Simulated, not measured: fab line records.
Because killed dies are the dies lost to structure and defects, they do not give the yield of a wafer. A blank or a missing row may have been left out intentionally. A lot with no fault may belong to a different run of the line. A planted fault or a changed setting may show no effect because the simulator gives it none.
Matching of chambers / flow sky130 / 4 sister chambers for SKY_VIA3_ETCH_15 on rie diel-03
The step etches SiO2 in C4F8/O2/Ar, stops on TiN, target depth 507 nm, time 78 s. 16 wafers are shown with their chamber, then 8 later ones without.

## WAFERS WITH THEIR CHAMBER
wafer=L076.2; chamber=2; oes product au (a.u.)=0.945
wafer=L076.3; chamber=0; oes product au (a.u.)=0.955
wafer=L076.6; chamber=1; oes product au (a.u.)=0.945
wafer=L078.1; chamber=2; oes product au (a.u.)=0.945
wafer=L078.3; chamber=3; oes product au (a.u.)=0.943
wafer=L078.5; chamber=2; oes product au (a.u.)=0.947
wafer=L083.3; chamber=2; oes product au (a.u.)=0.948
wafer=L083.4; chamber=3; oes product au (a.u.)=0.943
wafer=L083.6; chamber=1; oes product au (a.u.)=0.945
wafer=L088.1; chamber=3; oes product au (a.u.)=0.944
wafer=L088.2; chamber=0; oes product au (a.u.)=0.942
wafer=L088.3; chamber=1; oes product au (a.u.)=0.943
wafer=L087.1; chamber=0; oes product au (a.u.)=0.951
wafer=L087.2; chamber=1; oes product au (a.u.)=0.955
wafer=L087.4; chamber=2; oes product au (a.u.)=0.941
wafer=L091.1; chamber=3; oes product au (a.u.)=0.940

SIGNATURES (averages over the wafers above)
reading=oes product au; chamber 0=0.94933; chamber 1=0.94700; chamber 2=0.94520; chamber 3=0.94250; scatter within a chamber=0.00423
Rule: a wafer lies at a distance from a chamber equal to the root of the sum of squares, over the readings, of (its reading less the chamber's mean, divided by the reading's scatter). The wafer belongs to the nearest chamber; if the next one is less than 2 further off, it can't be placed. The scatter: take each reading less its chamber's mean, square it, sum over the shown wafers, divide by the number of wafers less the number of chambers, and take the root.

## WAFERS WITHOUT THEIR CHAMBER
wafer=L091.2; oes product au (a.u.)=0.942
wafer=L091.4; oes product au (a.u.)=0.949
wafer=L094.2; oes product au (a.u.)=0.949
wafer=L094.3; oes product au (a.u.)=0.954
wafer=L094.6; oes product au (a.u.)=0.943
wafer=L097.1; oes product au (a.u.)=0.936
wafer=L097.2; oes product au (a.u.)=0.939
wafer=L097.6; oes product au (a.u.)=0.943

## CHAMBER TAKEN BY EACH
wafer=L091.2; from the rows above=can't be placed: 3 or 2 or 1 or 0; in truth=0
wafer=L091.4; from the rows above=can't be placed: 0 or 1 or 2 or 3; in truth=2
wafer=L094.2; from the rows above=can't be placed: 0 or 1 or 2 or 3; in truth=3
wafer=L094.3; from the rows above=can't be placed: 0 or 1 or 2 or 3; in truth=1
wafer=L094.6; from the rows above=can't be placed: 3 or 2 or 1 or 0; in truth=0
wafer=L097.1; from the rows above=can't be placed: 3 or 2 or 1 or 0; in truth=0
wafer=L097.2; from the rows above=can't be placed: 3 or 2 or 1 or 0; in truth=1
wafer=L097.6; from the rows above=can't be placed: 3 or 2 or 1 or 0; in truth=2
Correct placement for 0 of the 8. From these rows, 8 cannot be placed; in 8 the true chamber is one of the candidates. Number placed wrongly: 0.
